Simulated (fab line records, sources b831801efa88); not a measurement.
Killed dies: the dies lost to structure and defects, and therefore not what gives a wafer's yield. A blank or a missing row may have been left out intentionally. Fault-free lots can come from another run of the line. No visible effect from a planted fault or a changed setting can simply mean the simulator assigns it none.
fab line records | flow sky130
[record] lots = 6 wafers = 18 lastDay = 50
route steps=708 shown NWELL@82 PWDE@84 VT_ADJUST_HVTP@85 VT_ADJUST_LVTN@97 PAD_OPEN@708
lots that met no fault: taken from a fault-free run of the same line
startH: the number of hours between the record's first day and the start of the first shown wafer of the lot | waitH: time in hours since the lot's previous step | " same as the row above | L1.1+2: a row that stands for several wafers | - no value, or no start given | * or withheld: withheld | < > ~ a bound
route shown NAME@n: names a module that has steps shown in the file, with the first one's number in the route | usual: mean and standard deviation over wafers with no fault | same: alike in all rows | chamber/n: place in a boat | sites: per-site readings | _std_site: the values' standard deviation | _edge_site: inner sites' mean taken away from outer sites' mean | radiusMm: how far each site lies from the wafer's centre | mask NAME#n: copy n | behind: the most recent tool/chamber to have shaped the wafer | hold: what put the lot on hold/how long, in hours/how the hold closed | device: names the non-switching transistor (n, p or np) | end of line: tests of these same wafers at the route's end | step lacking rows: just its recipe | killed: dies that structure and defects cost at the first sort, which is not the same as the wafer's yield | map: a wafer's dies, marking killed ones x, the rest . and places with no die _
set.NAME: the run value of the setting; set.NAME@STEP: its run value at that earlier step | model.NAME: the simulator's own value behind a step, which no gauge read
lots seen at some steps along the route; tables by step, rows by wafer
services: a tool's chamber out of use, with start hour (startH, from the record's first day; less than 0 if before it), hours out, and reason
[[steps]]
[step SKY_NWELL_RS_MEAS_29]
[recipe] thkMeasGauge = four-point-probe
[usual] NWELL_RS = 624.4/2
// columns lot.wafer tool chamber startH waitH NWELL_RS[ohm/sq]
L572.1 filmMetro-03 - 103.18 0.1 630.0
L572.5 " - " " 627.8
L572.6 " - " " 627.1
L573.2 filmMetro-03 - 109.65 0.1 628.3
L573.3 " - " " 628.8
L573.6 " - " " 626.5
L582.2 filmMetro-02 - 164.58 0.1 624.6
L582.4 " - " " 624.4
L582.5 " - " " 627.0
L584.2 filmMetro-04 - 174.79 0.2 625.6
L584.4 " - " " 623.3
L584.5 " - " " 624.6
L590.2 filmMetro-03 - 210.63 0.1 622.9
L590.4 " - " " 623.4
L590.5 " - " " 622.5
L593.1 filmMetro-03 - 229.13 0.2 623.8
L593.2 " - " " 626.3
L593.3 " - " " 625.3
[step SKY_NWELL_RS_MEAS_31]
[recipe] thkMeasGauge = four-point-probe
[usual] PWDE_RS = 5279/17
// columns lot.wafer tool chamber startH waitH PWDE_RS[ohm/sq]
L572.1 filmMetro-03 - 103.42 0.1 5279
L572.5 " - " " 5272
L572.6 " - " " 5276
L573.2 filmMetro-03 - 113.90 4.1 5325
L573.3 " - " " 5313
L573.6 " - " " 5297
L582.2 filmMetro-02 - 164.82 0.1 5271
L582.4 " - " " 5276
L582.5 " - " " 5270
L584.2 filmMetro-04 - 175.03 0.1 5286
L584.4 " - " " 5281
L584.5 " - " " 5269
L590.2 filmMetro-03 - 210.87 0.1 5284
L590.4 " - " " 5292
L590.5 " - " " 5275
L593.1 filmMetro-03 - 229.37 0.1 5245
L593.2 " - " " 5252
L593.3 " - " " 5248
[step SKY_VT_ADJUST_HVTP_DEHYDRATE_00]
[recipe] tempC = 200 timeS = 60
[step SKY_VT_ADJUST_HVTP_HMDS_01]
[recipe] primeTimeS = 60 primeTempC = 120
[step SKY_VT_ADJUST_HVTP_COAT_02]
[recipe] resist = NOVOLAK spinRpm = 3000 resistThkNm = 1140
[step SKY_VT_ADJUST_HVTP_SOFTBAKE_03]
[recipe] tempC = 90 timeS = 60 resist = NOVOLAK
[step SKY_VT_ADJUST_HVTP_EXPOSE_04]
[recipe] maskId = HVTPM na = 0.6 sourceShape = conventional sigmaOuter = 0.6 polarization = unpolarized targetCdNm = 380 doseMj = 140
[step SKY_VT_ADJUST_HVTP_PEB_05]
[recipe] tempC = withheld timeS = * resist = NOVOLAK
[step SKY_VT_ADJUST_HVTP_DEVELOP_06]
[recipe] resist = NOVOLAK developer = TMAH developTimeS = 60 devTempC = 23
[step SKY_VT_ADJUST_HVTP_CD_MEAS_07]
[recipe] targetCdNm = 380
[usual] cdNm = 380.3/2.9
// columns lot.wafer tool chamber startH waitH cdNm
L572.1 cdSem-01 - 121.03 0.1 379.1
L572.5 " - " " 379.0
L572.6 " - " " 380.2
L573.2 cdSem-01 - 132.45 0.1 383.2
L573.3 " - " " 384.8
L573.6 " - " " 386.0
L582.2 cdSem-02 - 185.85 0.1 382.3
L582.4 " - " " 378.4
L582.5 " - " " 377.8
L584.2 cdSem-01 - 195.85 0.1 382.7
L584.4 " - " " 381.7
L584.5 " - " " 382.0
L590.2 cdSem-02 - 232.80 0.1 379.7
L590.4 " - " " 377.2
L590.5 " - " " 377.7
L593.1 cdSem-02 - 251.33 0.1 383.5
L593.2 " - " " 378.6
L593.3 " - " " 381.1
[step SKY_VT_ADJUST_HVTP_OVL_MEAS_08]
[usual] VT_ADJUST_HVTP_OVL = -0.7/1.4
// columns lot.wafer tool chamber startH waitH VT_ADJUST_HVTP_OVL[nm]
L572.1 overlay-02 - 121.15 0.1 -2.5
L572.5 " - " " -1.6
L572.6 " - " " -1.6
L573.2 overlay-01 - 132.56 0.1 1.1
L573.3 " - " " 0.6
L573.6 " - " " -0.1
L582.2 overlay-01 - 185.96 0.1 -0.2
L582.4 " - " " -1.6
L582.5 " - " " -0.4
L584.2 overlay-02 - 195.96 0.1 -0.6
L584.4 " - " " 2.1
L584.5 " - " " 0.6
L590.2 overlay-02 - 232.91 0.1 0.3
L590.4 " - " " 1.1
L590.5 " - " " 0.2
L593.1 overlay-01 - 251.45 0.1 -0.9
L593.2 " - " " 0.3
L593.3 " - " " -1.0
[step SKY_VT_ADJUST_HVTP_IMPLANT_09]
[recipe] species = As energyKev = 150 doseCm2 = 4.3e+12 tiltDeg = withheld
[usual] beamEnergyKeV = 150.01/0.054
// columns lot.wafer tool chamber startH waitH beamEnergyKeV model.implant.rpNm model.implant.drpNm
L572.1 implanter-03 0 121.19 0.0 150.03 86.05 33.4
L572.5 " 0 " " 149.94 86.05 33.4
L572.6 " 0 " " 150.02 86.05 33.4
L573.2 implanter-04 0 132.61 0.0 149.96 81.68 33.4
L573.3 " 0 " " 149.97 81.68 33.4
L573.6 " 0 " " 150.00 81.68 33.4
L582.2 implanter-03 0 186.01 0.0 137.51 79.56 31.16
L582.4 " 0 " " 137.52 79.56 31.16
L582.5 " 0 " " 137.55 79.56 31.16
L584.2 implanter-03 0 196.01 0.0 137.55 77.15 31.16
L584.4 " 0 " " 137.49 77.15 31.16
L584.5 " 0 " " 137.49 77.15 31.16
L590.2 implanter-02 0 232.96 0.0 150.01 84.17 33.4
L590.4 " 0 " " 149.91 84.17 33.4
L590.5 " 0 " " 150.08 84.17 33.4
L593.1 implanter-02 0 251.49 0.0 149.88 84.64 33.4
L593.2 " 0 " " 149.92 84.64 33.4
L593.3 " 0 " " 149.99 84.64 33.4
[step SKY_VT_ADJUST_HVTP_STRIP_10]
[recipe] chemistry = O2/N2 powerW = 1400 pressureMtorr = 1438 platenTempC = withheld o2FlowSccm = 3000 n2FlowSccm = 300 overashFraction = 0.5
[usual] drypumpMotorCurrentA = 5.9/0.53 o2FlowSccm = 3000/8.9 oesProductAu = 0.710/0.0052 stripTimeToEndpointS = 14.36/0.041
// columns lot.wafer tool chamber startH waitH drypumpMotorCurrentA o2FlowSccm oesProductAu rfHoursCounterH stripTimeToEndpointS
L572.1 plasmaAsher-01 0 121.34 0.1 5.4 2991 0.710 0 14.31
L572.5 " 0 " " 5.4 2985 0.707 - 14.37
L572.6 " 1 " " 6.4 3008 0.713 - 14.32
L573.2 plasmaAsher-02 0 132.74 0.1 6.7 2992 0.707 45 14.44
L573.3 " 0 " " 6.7 2998 0.707 - 14.39
L573.6 " 0 " " 6.8 3001 0.707 - 14.38
L582.2 plasmaAsher-01 0 186.14 0.1 5.4 2994 0.713 7 14.39
L582.4 " 0 " " 5.4 3008 0.711 - 14.36
L582.5 " 1 " " 6.4 2987 0.714 - 14.40
L584.2 plasmaAsher-02 0 196.14 0.1 6.7 3003 0.712 51 14.31
L584.4 " 0 " " 6.8 3010 0.709 - 14.33
L584.5 " 0 " " 6.8 3009 0.716 - 14.32
L590.2 plasmaAsher-02 1 233.09 0.1 5.5 3019 0.712 54 14.36
L590.4 " 1 " " 5.5 3007 0.710 - 14.38
L590.5 " 0 " " 6.8 3003 0.710 - 14.36
L593.1 plasmaAsher-03 1 251.64 0.1 5.6 3002 0.716 55 14.33
L593.2 " 0 " " 5.7 2994 0.715 55 14.37
L593.3 " 0 " " 5.7 3005 0.715 - 14.31
[step SKY_VT_ADJUST_HVTP_TW_MEAS_11]
[usual] VT_ADJUST_HVTP_TW = 1347/8.1
// columns lot.wafer tool chamber startH waitH VT_ADJUST_HVTP_TW
L572.1 filmMetro-03 - 121.44 0.1 1359
L572.5 " - " " 1349
L572.6 " - " " 1352
L573.2 filmMetro-01 - 132.85 0.1 1347
L573.3 " - " " 1348
L573.6 " - " " 1346
L582.2 filmMetro-01 - 186.25 0.1 1299
L582.4 " - " " 1302
L582.5 " - " " 1299
L584.2 filmMetro-01 - 196.25 0.1 1311
L584.4 " - " " 1312
L584.5 " - " " 1312
L590.2 filmMetro-03 - 233.20 0.1 1346
L590.4 " - " " 1353
L590.5 " - " " 1354
L593.1 filmMetro-02 - 251.74 0.1 1348
L593.2 " - " " 1337
L593.3 " - " " 1342
[step SKY_VT_ADJUST_LVTN_DEHYDRATE_00]
[recipe] tempC = 200 timeS = 60
[step SKY_PAD_OPEN_PROBE_99]
[usual] killed_at_M0_to_M3 = 43/6.8 killed_at_M4_up = 3.3/1.8 killedAtContacts = 25/5.9 killedAtFrontEnd = 16/4.2 killedAtOther = 0.3/0.69 killedDies = 87/8.6 killedOpen = 48/6.3 killedShort = 39/5.3
[same] grossDies = 492 killedAtBackSide = 0
// columns lot.wafer tool chamber startH waitH killed_at_M0_to_M3 killed_at_M4_up killedAtContacts killedAtFrontEnd killedAtOther killedDies killedOpen killedShort model.etest.tipP.rsOhmSq model.etest.pfet_01v8.rOnOhmUm model.etest.pfet_01v8.driveUaUm model.etest.pfet_01v8_mvt.driveUaUm model.etest.pfet_01v8_hvt.driveUaUm model.etest.sramPfetLatch.driveUaUm model.etest.pfet_01v8_mvt.offLog10AUm model.etest.pfet_01v8.offLog10AUm
L572.1 prober-02 - 1077.88 0.1 37 3 22 13 0 75 42 33 6729 2956 189.5 152.3 140.9 140.9 -10.44 -9.817
L572.5 prober-02 - 1078.08 0.2 44 9 27 19 1 100 47 53 6826 2886 193 153.5 144.3 140.3 -10.23 -9.454
L572.6 prober-02 - 1078.13 0.2 32 5 24 16 0 77 45 32 6828 2953 187.2 149.1 139.2 139.2 -10.48 -9.831
L573.2 prober-01 - 1085.73 0.1 48 5 19 11 1 84 47 36 6966 3036 181.2 146.6 136.2 133.3 -11.25 -10.64
L573.3 prober-01 - 1085.78 0.2 44 5 16 15 0 80 44 36 6949 2939 191.3 148.2 141.2 137.3 -11.27 -10.28
L573.6 prober-01 - 1085.93 0.2 40 2 22 18 0 82 44 36 7002 2953 186.2 146.5 138.5 138.1 -11.22 -10.5
L582.2 prober-01 - 1134.94 0.1 43 4 19 11 0 77 47 30 7094 2947 185.8 145.2 138.4 140.9 -11.61 -10.34
L582.4 prober-01 - 1135.04 0.2 45 2 39 9 1 96 52 44 7046 3090 179.3 142.5 132 132.2 -11.69 -11.07
L582.5 prober-01 - 1135.09 0.2 50 5 26 16 0 97 59 38 7041 3062 178.4 143.6 131.4 125.2 -11.79 -11.02
L584.2 prober-01 - 1148.55 0.1 17 1 23 21 0 62 36 21 7200 3098 175.5 139 129.9 135.5 -12 -11.37
L584.4 prober-01 - 1148.65 0.2 39 2 30 20 0 91 52 39 7164 2978 182.9 142.7 135.4 130.5 -11.96 -10.88
L584.5 prober-01 - 1148.70 0.2 45 4 30 15 0 94 48 46 7147 2973 182.8 142.4 135.9 141.2 -12.02 -10.87
L590.2 prober-01 - 1185.20 0.1 41 1 27 10 3 82 38 44 6856 2891 192.2 151.7 143.6 142.3 -10.55 -9.513
L590.4 prober-01 - 1185.30 0.2 40 5 22 18 0 85 51 33 6888 2981 187.1 150.1 140.6 139.6 -10.69 -10.16
L590.5 prober-01 - 1185.35 0.2 52 3 29 15 1 100 53 47 6911 2912 191.4 150.8 141.1 136.9 -10.57 -9.807
L593.1 prober-01 - 1191.94 0.1 52 2 26 11 0 91 53 38 6802 2960 189 150.8 138.4 138.7 -10.46 -9.688
L593.2 prober-01 - 1191.99 0.1 48 4 12 20 0 84 42 42 6889 2832 196 153.6 145.2 142.5 -10.23 -9.101
L593.3 prober-01 - 1192.04 0.2 51 4 20 19 0 94 52 42 6877 3008 183.1 148.3 134.5 137.4 -10.67 -9.873
// killed by level:class
L572.1 VIA1:geometricParticle:open=10 LI_CONTACT:geometricParticle:open=7 CONTACT:geometricParticle:short=6 FIELD_ISO:geometricParticle:open=5 METAL1:geometricParticle:short=5 VIA2:geometricParticle:open=4 VIA3:geometricParticle:open=4 CONTACT:geometricParticle:open=3
L572.5 VIA1:geometricParticle:open=12 CONTACT:geometricParticle:open=9 METAL2:geometricParticle:short=9 METAL4:geometricParticle:short=7 LI_CONTACT:geometricParticle:open=7 POLY_GATE:geometricParticle:short=6 CONTACT:geometricParticle:short=6 FIELD_ISO:geometricParticle:short=5
L572.6 VIA1:geometricParticle:open=11 CONTACT:geometricParticle:open=9 LI_CONTACT:geometricParticle:open=6 VIA3:geometricParticle:open=5 METAL4:geometricParticle:short=5 FIELD_ISO:geometricParticle:short=4 POLY_GATE:geometricParticle:open=4 CONTACT:geometricParticle:short=4
L573.2 VIA1:geometricParticle:open=16 CONTACT:geometricParticle:open=6 METAL2:geometricParticle:short=6 LI_CONTACT:geometricParticle:open=5 CONTACT:geometricParticle:short=5 VIA2:geometricParticle:open=5 METAL3:geometricParticle:short=5 VIA3:geometricParticle:open=5
L573.3 VIA1:geometricParticle:open=10 CONTACT:geometricParticle:open=6 FIELD_ISO:geometricParticle:short=5 LI_CONTACT:geometricParticle:open=5 METAL1:geometricParticle:short=5 VIA2:geometricParticle:open=5 VIA3:geometricParticle:open=5 VIA3:geometricParticle:short=4
L573.6 VIA3:geometricParticle:open=8 VIA1:geometricParticle:open=8 CONTACT:geometricParticle:open=6 METAL1:geometricParticle:short=6 VIA2:geometricParticle:open=6 CONTACT:geometricParticle:short=5 POLY_GATE:geometricParticle:short=4 POLY_GATE:geometricParticle:open=4
L582.2 VIA1:geometricParticle:open=11 LI_CONTACT:geometricParticle:open=8 VIA2:geometricParticle:open=8 VIA3:geometricParticle:open=6 LOCAL_INTERCONNECT:geometricParticle:short=5 CONTACT:geometricParticle:open=5 VIA1:geometricParticle:short=5 METAL2:geometricParticle:short=5
L582.4 VIA1:geometricParticle:open=11 CONTACT:geometricParticle:short=10 CONTACT:geometricParticle:open=10 VIA3:geometricParticle:open=10 VIA2:geometricParticle:open=7 LI_CONTACT:geometricParticle:open=6 LOCAL_INTERCONNECT:geometricParticle:short=6 METAL1:geometricParticle:short=6
L582.5 VIA1:geometricParticle:open=14 LI_CONTACT:geometricParticle:open=9 CONTACT:geometricParticle:open=8 VIA2:geometricParticle:open=8 CONTACT:geometricParticle:short=6 METAL2:geometricParticle:short=6 METAL1:geometricParticle:short=5 METAL2:geometricParticle:open=5
L584.2 CONTACT:geometricParticle:open=9 FIELD_ISO:geometricParticle:open=5 LI_CONTACT:geometricParticle:open=5 POLY_GATE:geometricParticle:short=4 LOCAL_INTERCONNECT:geometricParticle:short=4 VIA1:geometricParticle:open=4 VIA2:geometricParticle:open=4 VIA3:geometricParticle:open=4
L584.4 LI_CONTACT:geometricParticle:open=12 METAL1:geometricParticle:short=9 FIELD_ISO:geometricParticle:open=8 CONTACT:geometricParticle:open=7 VIA1:geometricParticle:open=7 CONTACT:geometricParticle:short=5 VIA3:geometricParticle:open=5 VIA3:geometricParticle:short=4
L584.5 VIA1:geometricParticle:open=12 VIA3:geometricParticle:open=10 CONTACT:geometricParticle:open=9 LI_CONTACT:geometricParticle:open=6 LOCAL_INTERCONNECT:geometricParticle:short=6 METAL2:geometricParticle:short=6 FIELD_ISO:geometricParticle:open=4 FIELD_ISO:geometricParticle:short=4
L590.2 CONTACT:geometricParticle:open=10 VIA1:geometricParticle:open=8 METAL2:geometricParticle:short=8 LOCAL_INTERCONNECT:geometricParticle:short=7 LI_CONTACT:geometricParticle:open=6 VIA1:geometricParticle:short=4 METAL3:geometricParticle:short=4 VIA3:geometricParticle:short=4
L590.4 FIELD_ISO:geometricParticle:open=9 VIA3:geometricParticle:open=7 LI_CONTACT:geometricParticle:open=7 VIA1:geometricParticle:open=7 VIA2:geometricParticle:short=6 VIA2:geometricParticle:open=6 CONTACT:geometricParticle:open=5 FIELD_ISO:geometricParticle:short=4
L590.5 METAL1:geometricParticle:short=12 VIA1:geometricParticle:open=11 CONTACT:geometricParticle:open=10 LI_CONTACT:geometricParticle:open=8 VIA3:geometricParticle:open=8 VIA3:geometricParticle:short=7 FIELD_ISO:geometricParticle:open=6 CONTACT:geometricParticle:short=5
L593.1 VIA2:geometricParticle:open=15 CONTACT:geometricParticle:open=8 LI_CONTACT:geometricParticle:open=7 METAL1:geometricParticle:short=7 VIA1:geometricParticle:open=6 VIA1:geometricParticle:short=6 FIELD_ISO:geometricParticle:open=5 METAL2:geometricParticle:short=5
L593.2 VIA1:geometricParticle:open=13 POLY_GATE:geometricParticle:short=6 VIA1:geometricParticle:short=6 VIA3:geometricParticle:open=6 METAL1:geometricParticle:short=5 POLY_GATE:geometricParticle:open=5 CONTACT:geometricParticle:open=5 METAL2:geometricParticle:short=5
L593.3 VIA1:geometricParticle:open=16 FIELD_ISO:geometricParticle:open=10 CONTACT:geometricParticle:open=8 VIA1:geometricParticle:short=7 METAL3:geometricParticle:short=6 VIA3:geometricParticle:open=6 FIELD_ISO:geometricParticle:short=5 VIA2:geometricParticle:short=5
[[services]]
// columns tool chamber startH hours kind
implanter-03 - 97.94 1.0 repair
plasmaAsher-01 - 108.75 9.0 pm
plasmaAsher-01 0 108.75 9.0 ventCycle
plasmaAsher-01 1 108.75 9.0 ventCycle
implanter-03 - 114.21 3.4 repair
plasmaAsher-01 0 117.75 - clean
plasmaAsher-01 1 117.75 - clean
implanter-03 - 140.38 3.2 repair
plasmaAsher-01 - 141.60 0.9 repair
implanter-04 - 148.77 6.2 pm
plasmaAsher-03 - 161.09 15.6 pm
implanter-04 - 168.40 3.9 pm
implanter-03 - 173.75 3.5 pm
plasmaAsher-02 - 178.47 14.5 pm
[[key]]
[firstSign] step = SKY_VT_ADJUST_HVTP_IMPLANT_09 reading = beamEnergyKeV direction = down sigmas = 99+ usual = * struck = *
[effect] step = SKY_VT_ADJUST_HVTP_TW_MEAS_11 reading = VT_ADJUST_HVTP_TW direction = down sigmas = 5 usual = 1347 struck = 1306
[modelEffect] step = SKY_VT_ADJUST_HVTP_IMPLANT_09 value = implant.rpNm without = 85.13 struck = 78.36
[modelEffect] step = SKY_PAD_OPEN_PROBE_99 value = etest.tipP.rsOhmSq without = 6841 struck = 7115
metAt SKY_VT_ADJUST_HVTP_IMPLANT_09
struckWafers L582.2,L582.4,L582.5,L584.2,L584.4,L584.5
testerLeftOut L582,L584
onsetBetween 121.19 186.01
[fault] kind = processParameterDrift tool = implanter-03 chamber = - onsetH = 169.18 steps = SKY_VT_ADJUST_HVTP_IMPLANT_09 channel = energyKev offset = * shape = step endH = 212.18 actsIn = * stated = *
// testerLeftOut: of these lots the tester's yield and bins aren't shown, on N5 and GAA mostly nor the transistor test; their killed dies are dies lost to structure and defects alone, not to doping, threshold or leakage, so they don't give the yield
